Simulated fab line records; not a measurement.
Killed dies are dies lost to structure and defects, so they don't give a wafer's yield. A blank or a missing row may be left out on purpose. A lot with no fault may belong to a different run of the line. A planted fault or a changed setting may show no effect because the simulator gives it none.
Which tool did it? | flow gf180mcu | 6 lots, 18 wafers sampled, at 3 steps of a route of 602

## WHAT THE GAUGES READ, wafer by wafer
GF_VT_IMPLANT_OVL_MEAS_29.
lot  | measured     | on         | VT_IMPLANT_02_OVL (nm)
L233 | day 7 09:11  | overlay-02 | 0.3 3.2 2.2
L235 | day 7 22:17  | overlay-01 | 0.5 -2.5 -1.7
L241 | day 9 13:51  | overlay-01 | - - -
L246 | day 11 02:11 | overlay-02 | 1.4 -0.1 2.2
L251 | day 12 07:44 | overlay-02 | 1.6 1.5 2.1
L253 | day 12 21:28 | overlay-02 | -0.1 -0.1 -0.8

## EACH LOT AND THE TOOL THAT RAN IT (in order: tool; ch and the chambers of the sampled wafers; start)
lot  | GF_LVPWELL_STRIP_10                 | GF_VT_IMPLANT_EXPOSE_26
L233 | plasma_asher-01 ch 0,1, day 4 07:13 | iline_stepper-02 ch 0, day 7 00:52
L235 | plasma_asher-02 ch 0,1, day 4 18:22 | iline_stepper-02 ch 0, day 7 14:32
L241 | plasma_asher-02 ch 0,1, day 6 04:07 | iline_stepper-01 ch 0, day 9 05:47
L246 | plasma_asher-04 ch 0, day 7 11:50   | iline_stepper-01 ch 0, day 10 17:39
L251 | plasma_asher-04 ch 0,1, day 8 14:23 | iline_stepper-02 ch 0, day 11 22:42
L253 | plasma_asher-04 ch 0,1, day 9 04:15 | iline_stepper-01 ch 0, day 12 11:50
- GF_LVPWELL_STRIP_10: strips in O2/N2.
- GF_VT_IMPLANT_EXPOSE_26: exposes mask LVPWELL HV AREA, target cd 860 nm.

## THE ANSWER, worked out from the rows above alone
Rule: the lots themselves supply what counts as usual. The widest of any qualifying gaps counts: lots, ordered by their means at a reading, are off when they make up no more than a third of the lots, leave a main group of 4 or more, and stand apart from it by 3 or more times the standard deviation of that group's means. A main group whose means are all the same, to the digits that the tables above print for the reading, isn't used. Also off: a lot with no number at a reading for which 4 or more lots have one. Where the step has rows for the other lots, those lots are counted as sound.
Off: L241, seen at GF_VT_IMPLANT_OVL_MEAS_29 (VT_IMPLANT_02_OVL). Without a number there: L241. For the main group the mean is 0.6 nm and the standard deviation 1.2.
If a tool, at a process step before that reading, ran all the lots that are off and no sound lot after the first of them, it fits. Those tools and the gauges at GF_VT_IMPLANT_OVL_MEAS_29 are tried in the same way. This does not decide it: 2 tools fit, namely plasma_asher-02 at GF_LVPWELL_STRIP_10 and overlay-01 at GF_VT_IMPLANT_OVL_MEAS_29.

## WHAT THE SIMULATOR HAD PUT IN
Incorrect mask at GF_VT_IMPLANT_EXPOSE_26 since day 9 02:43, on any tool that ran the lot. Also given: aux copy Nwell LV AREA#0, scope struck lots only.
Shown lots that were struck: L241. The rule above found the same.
